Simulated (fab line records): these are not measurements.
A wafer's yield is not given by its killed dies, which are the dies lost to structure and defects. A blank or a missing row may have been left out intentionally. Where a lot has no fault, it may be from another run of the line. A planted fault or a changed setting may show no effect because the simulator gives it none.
8D (eight disciplines) problem report, filled in by code    flow gf180mcu    the parts of the form that need people (team, actions taken, sign-off) are left out

1. PROBLEM STATEMENT
At GF_STI_WET_ETCH_28, run_length_s averages 42.8 s over 6 wafers from 2 lots, while fault-free wafers read 67.5 s, standard deviation 2.8. Measured from the usual mean, that is -8.8 standard deviations.
The step: etches SiO2 in dHF, target depth 20 nm, time 40 s.
First seen on wafer L909.1, day 5 05:26, on wet_bench-01. The record holds 42 wafers of 14 lots with a number at this step. Rule for "out", or "out of limits": more than 4 standard deviations from the usual mean. The rest of the wafers with a number are treated as sound.

2. WHAT THIS IS AND IS NOT
question                     is                      is not
which readings at this step  run_length_s            -
which lots                   L909, L910              L895, L897, L899, L900, L903, L904, L905, L906, L907, L908, L911, L918
which wafers of those lots   all that have a number  -
read on which tools          wet_bench-01            wet_bench-02, wet_bench-03
when                         from day 5 05:26        up to then (30 sound wafers); but 6 sound wafers of L911, L918 came after

3. SUSPECTS, AND WHAT RULES EACH OUT
Counting: a tool stays on the suspect list if, at a process step up to the reading, it processed all lots that are out and no sound lot following the first of them.
- wet_bench-01 at GF_STI_WET_ETCH_28 (etches SiO2 in dHF, target depth 20 nm, time 40 s): kept. All lots that are out passed through it, beginning with L909 at day 5 05:26, and no sound lot followed; its final sound lot before that point was L908 at day 5 01:30. Its own run_length_s readings are out on those wafers.
The count leaves wet_bench-01 at GF_STI_WET_ETCH_28.

4. THE CAUSE (what the simulator had put in)
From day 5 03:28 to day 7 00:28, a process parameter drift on wet_bench-01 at GF_STI_WET_ETCH_28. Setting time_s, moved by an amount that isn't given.
Only this tool survived the counting.

5. THE CHAIN OF EFFECTS, in route order
One row per reading whose mean, taken over the struck wafers that have a number, lies over 3 standard deviations from the usual. Scope: only readings with a usual standard deviation given in the record; hours: median across lots of the time from each lot's start at the first step in this table that gives one to its start at this step; sigmas: change in usual standard deviations.
hours  step                reading       usual   on struck wafers  change  sigmas
0      GF_STI_WET_ETCH_28  run_length_s  67.5 s  42.8              -24.7   -8.8
It contains these process steps:
- GF_STI_WET_ETCH_28: etches SiO2 in dHF, target depth 20 nm, time 40 s.
Later steps that measure or inspect, where all struck wafers having a row at the step show a number for every such reading and not one has moved that far: GF_LVPWELL_OVL_MEAS_07.

6. WHAT WOULD HAVE CAUGHT IT SOONER
In this record no reading fell out of limits until day 5 05:26, 2 hours after the fault had begun at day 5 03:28.
